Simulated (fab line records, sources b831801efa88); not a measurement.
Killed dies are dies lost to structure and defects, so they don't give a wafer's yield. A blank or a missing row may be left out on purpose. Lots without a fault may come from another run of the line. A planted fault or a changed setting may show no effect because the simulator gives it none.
Problem report in the 8D (eight disciplines) form, filled by code | flow sky130 | the parts of the form that need people (team, actions taken, sign-off) are left out

1. THE PROBLEM
run_length_s at SKY_POLY_GATE_ETCH_17 reads a mean of 105.8 s on 4 wafers of 3 lots; wafers without a fault read 98.8 s with a standard deviation of 0.53. That is +13 standard deviations from the usual mean.
The step: etches poly-Si in HBr/Cl2, stops on SiO2, target depth 180 nm, time 70.5 s.
First seen on wafer L234.3, day 18 21:25, on rie_si-01. The record holds 33 wafers of 12 lots with a number at this step. Rule for "out", or "out of limits": more than 4 standard deviations from the usual mean. The other wafers with a number count as sound.

2. WHAT IT IS AND WHAT IT IS NOT
question                    | is                             | is not
which readings at this step | run_length_s, oes_product_au   | drypump_motor_current_A
which lots                  | L234, L236, L238               | L229, L241, L243, L244, L246, L247, L248, L249, L250
which wafers of those lots  | L234.3, L236.1, L236.3, L238.1 | L234.5, L238.2
read on which tools         | rie_si-01                      | rie_si-02
when                        | from day 18 21:25              | up to then (4 sound wafers); but 25 sound wafers of L238, L241, L243, L244, L246, L247, L248, L249, L250 came after

3. SUSPECTS, AND WHAT RULES EACH OUT
Counting: a tool at a process step up to the reading stays a suspect if it ran every lot that is out. Sound lots after the first of them don't rule it out here, since some wafers of a struck lot are sound.
- plasma_asher-01 at SKY_SONOS_ONO_STRIP_17 (strips in O2/N2): kept. It ran every lot that is out, first L234 (day 14 21:44).
- rie_si-01 at SKY_POLY_GATE_ETCH_17 (etches poly-Si in HBr/Cl2, stops on SiO2, target depth 180 nm, time 70.5 s): kept. It ran every lot that is out, first L234 (day 18 21:25). Its own readings are out on those wafers: oes_product_au, run_length_s.
Left after counting: plasma_asher-01 at SKY_SONOS_ONO_STRIP_17, rie_si-01 at SKY_POLY_GATE_ETCH_17.

4. THE CAUSE (what the simulator had put in)
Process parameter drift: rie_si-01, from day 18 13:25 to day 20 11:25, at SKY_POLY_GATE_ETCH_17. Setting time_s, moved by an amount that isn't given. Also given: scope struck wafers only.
Counting left 2 suspects, and this tool is among them.

5. THE CHAIN OF EFFECTS, in route order
Each row: a reading whose mean over the struck wafers that have a number lies more than 3 standard deviations from the usual. Only readings for which the record gives a usual standard deviation are gone through. hours: the time from each lot's start at the first step in this table that gives one to its start at this step, as a median over the lots. sigmas: the change in usual standard deviations.
hours | step                  | reading        | usual      | on struck wafers | change | sigmas
0     | SKY_POLY_GATE_ETCH_17 | oes_product_au | 0.989 a.u. | 0.931            | -0.058 | -7.0
0     | SKY_POLY_GATE_ETCH_17 | run_length_s   | 98.8 s     | 105.8            | +7.0   | +13
The process steps in it:
- SKY_POLY_GATE_ETCH_17: etches poly-Si in HBr/Cl2, stops on SiO2, target depth 180 nm, time 70.5 s.
Later measuring or inspecting steps at which every struck wafer that the step has a row for has a number for every such reading, and none has moved that far: SKY_LDD_N_OVL_MEAS_07.

6. WHAT WOULD HAVE CAUGHT IT SOONER
In this record the first reading out of limits was taken at day 18 21:25, 8 hours after the fault began at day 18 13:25.
